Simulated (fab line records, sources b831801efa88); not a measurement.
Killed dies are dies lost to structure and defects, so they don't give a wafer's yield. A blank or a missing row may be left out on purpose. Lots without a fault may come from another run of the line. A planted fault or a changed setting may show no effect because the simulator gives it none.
Which tool did it? | flow sfq_line | 14 lots, 42 wafers sampled, at 1 step of a route of 325

WHAT THE GAUGES READ, wafer by wafer
SFQ_M0_RS_MEAS_904: measures by four-point-probe.
lot  | measured     | on            | M0_NB_RS (ohm/sq)
L495 | day 5 08:07  | film_metro-02 | 0.861 0.872 0.877
L496 | day 5 10:31  | film_metro-03 | 0.878 0.885 0.883
L497 | day 5 14:07  | film_metro-02 | 0.885 0.909 0.889
L498 | day 5 16:31  | film_metro-02 | 0.879 0.878 0.875
L499 | day 5 20:07  | film_metro-02 | 0.901 0.897 0.894
L500 | day 5 21:56  | film_metro-02 | 0.891 0.898 0.886
L501 | day 6 04:44  | film_metro-01 | 0.900 0.898 0.902
L502 | day 6 07:07  | film_metro-01 | 0.889 0.877 0.892
L503 | day 6 12:31  | film_metro-01 | 0.884 0.886 0.885
L505 | day 6 23:43  | film_metro-02 | 0.881 0.895 0.896
L506 | day 7 09:20  | film_metro-02 | 0.903 0.900 0.904
L510 | day 11 10:40 | film_metro-02 | 0.880 0.889 0.884
L513 | day 12 16:39 | film_metro-03 | 0.899 0.902 0.907
L517 | day 14 11:22 | film_metro-03 | 0.886 0.873 0.882

WHICH TOOL RAN EACH LOT (tool, then ch and the chambers of the sampled wafers, then the start)
The record holds no process step before these readings.

WHAT THE TOOLS THEMSELVES READ (means of the sampled wafers that have a number; where no wafer has one, the mark that the record gives instead)
The record holds no such reading with a usual standard deviation.

THE ANSWER, worked out from the rows above alone
Rule: what is usual is taken from the lots themselves. Put in order of their means at a reading, lots are off if they are a third of the lots or fewer, leave a main group of 4 or more, and stand apart from it by a gap of 3 or more times the standard deviation of the main group's means; of several such gaps the widest counts. A main group whose means are all the same, to the digits that the tables above print for the reading, isn't used. A lot without any number at a reading at which 4 lots or more have one is off too. The other lots that the step has rows for count as sound. The gauges are gone through in route order, then the tools' own readings, and for those a lot's mean is taken as printed above. The first step at which some lot is off is used, and at that step the reading that is off furthest; a lot without a number counts as furthest.
No lot is off at any reading shown: from this, nothing can be told.

WHAT THE SIMULATOR HAD PUT IN
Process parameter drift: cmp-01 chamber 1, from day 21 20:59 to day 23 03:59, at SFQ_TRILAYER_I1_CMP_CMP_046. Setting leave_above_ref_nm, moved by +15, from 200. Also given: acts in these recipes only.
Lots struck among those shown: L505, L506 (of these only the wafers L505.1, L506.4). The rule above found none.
